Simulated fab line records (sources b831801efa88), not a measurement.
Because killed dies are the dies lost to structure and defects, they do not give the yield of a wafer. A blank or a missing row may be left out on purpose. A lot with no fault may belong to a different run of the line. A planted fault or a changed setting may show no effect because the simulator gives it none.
Which of the tools did it? | flow sky130 | Sampling: 12 lots, 36 wafers, 2 of 708 route steps

WHAT EACH GAUGE READ, for each wafer
SKY_NWELL_TW_MEAS_15.
lot  | measured     | on            | NWELL_TW
L075 | day 4 20:11  | film-metro-02 | 1788 1788 1788
L077 | day 5 04:34  | film-metro-02 | 1804 1805 1803
L079 | day 5 21:13  | film-metro-01 | 1847 1836 1837
L081 | day 6 02:26  | film-metro-02 | 1795 1791 1802
L083 | day 6 14:52  | film-metro-02 | 1799 1803 1797
L085 | day 7 01:07  | film-metro-02 | 1797 1797 1795
L087 | day 7 13:34  | film-metro-03 | 1812 1826 1823
L089 | day 7 22:17  | film-metro-01 | 1826 1837 1834
L091 | day 8 13:29  | film-metro-01 | 1826 1821 1820
L097 | day 10 13:55 | film-metro-03 | 1816 1800 1807
L095 | day 10 15:04 | film-metro-03 | 1801 1805 1807
L093 | day 10 15:26 | film-metro-03 | 1806 1815 1810

TOOL THAT RAN EACH LOT (tool first, then ch and the chambers of the sampled wafers, then the start)
lot  | SKY_NWELL_STRIP_14
L075 | plasma-asher-04 ch 0,1, day 4 20:06
L077 | plasma-asher-02 ch 0, day 5 04:28
L079 | plasma-asher-02 ch 0,1, day 5 21:07
L081 | plasma-asher-01 ch 0,1, day 6 02:22
L083 | plasma-asher-02 ch 0,1, day 6 14:46
L085 | plasma-asher-02 ch 0,1, day 7 01:01
L087 | plasma-asher-04 ch 0,1, day 7 13:28
L089 | plasma-asher-02 ch 1, day 7 22:10
L091 | plasma-asher-02 ch 0,1, day 8 13:22
L097 | plasma-asher-04 ch 0,1, day 10 13:49
L095 | plasma-asher-02 ch 1, day 10 14:58
L093 | plasma-asher-01 ch 0,1, day 10 15:19
- SKY_NWELL_STRIP_14: strips in O2/N2.

THE ANSWER, worked out from the rows above alone
Rule: the lots themselves supply what counts as usual. The widest of any qualifying gaps counts: lots, ordered by their means at a reading, are off when they make up no more than a third of the lots, leave a main group of 4 or more, and stand apart from it by 3 or more times the standard deviation of that group's means. A main group whose means are all the same, to the digits that the tables above print for the reading, isn't used. A lot without any number at a reading at which 4 lots or more have one is off too. Where the step has rows for the other lots, those lots are counted as sound.
No lot is off on any of the readings shown, so nothing can be concluded from this.

WHAT HAD BEEN PUT IN BY THE SIMULATOR
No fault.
